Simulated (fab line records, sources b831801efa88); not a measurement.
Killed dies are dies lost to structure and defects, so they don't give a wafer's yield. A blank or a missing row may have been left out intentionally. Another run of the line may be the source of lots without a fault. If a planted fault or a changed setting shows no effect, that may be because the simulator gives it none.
One fault seen from 2 desks ; flow sky130 ; numbers are kept per desk, each desk with only its own; the story behind them comes last

## AT THE METROLOGY DESK
Means of the sampled wafers that have a number, per lot and without regard to the tool the lot ran on: this is what the gauges read. The brackets show how far a lot's mean lies from the usual mean; more than 4 standard deviations puts the lot out of limits, marked OUT.
Columns: A = SD_N_OVL at SKY_SD_N_OVL_MEAS_08, usual 0.2 nm; B = SD_P_RS at SKY_SD_N_RS_MEAS_17, usual 146.7 ohm/sq; C = LI_CONTACT_W_RS at SKY_LI_CONTACT_RS_MEAS_22, usual 0.2842 ohm/sq; D = LOCAL_INTERCONNECT_TIN_RS at SKY_LOCAL_INTERCONNECT_RS_MEAS_01, usual 14.08 ohm/sq
lot;first seen here;A;B;C;D
L704;day 27 16:20;2.4;146.8;0.2849;14.25
L705;day 28 01:25;-0.5;146.5;0.2859;14.10
L706;day 28 13:52;0.5;146.6;0.2844;14.27
L707;day 28 15:58;-0.3;146.8;0.2858;13.95
L708;day 29 09:41;0.9;146.6;0.2864;14.04
L711;day 30 12:02;-0.4;146.4;0.2856;14.36
L710;day 30 13:29;0.6;146.7;0.2879;14.03
L713;day 31 03:02;0.9;147.0;0.2833;14.06
L714;day 32 13:59;0.5;146.9;0.2837;14.20
L718;day 32 17:35;0.2;146.5;0.2787;13.90
L719;day 32 20:59;-0.3;146.8;0.2822;13.98
L723;day 34 17:11;-0.8;147.0;0.2808;14.12
L727;day 35 10:59;-0.3;147.0;0.2870;13.98
This desk's finding: nothing out of limits on any of the 13 lots.

## THE TOOL OWNER'S DESK: pvd-sputter-03
The tool's own readings at SKY_LI_CONTACT_SPUTTER_20 (material TiN, target thk 20 nm, time 80 s): means of the sampled wafers that have a number, for each lot that ran on this tool. The brackets show how far a lot's mean lies from the usual mean; more than 4 standard deviations puts the lot out of limits, marked OUT.
Columns: A = throttle-valve-pct at SKY_LI_CONTACT_SPUTTER_20, usual 30.2 %
lot;first seen here;A
L705;day 29 08:35;30.0
L707;day 29 21:48;29.6
L708;day 30 15:37;29.9
L710;day 31 19:18;30.4
L714;day 33 19:28;30.5
L718;day 33 22:25;29.9
L719;day 34 01:26;29.9
This desk's finding: nothing out of limits on any of the 7 lots.

## TAKEN TOGETHER
The metrology desk saw nothing out of limits.
The desk of the tool owner found nothing out of limits.

## WHAT THE SIMULATOR HAD INSERTED
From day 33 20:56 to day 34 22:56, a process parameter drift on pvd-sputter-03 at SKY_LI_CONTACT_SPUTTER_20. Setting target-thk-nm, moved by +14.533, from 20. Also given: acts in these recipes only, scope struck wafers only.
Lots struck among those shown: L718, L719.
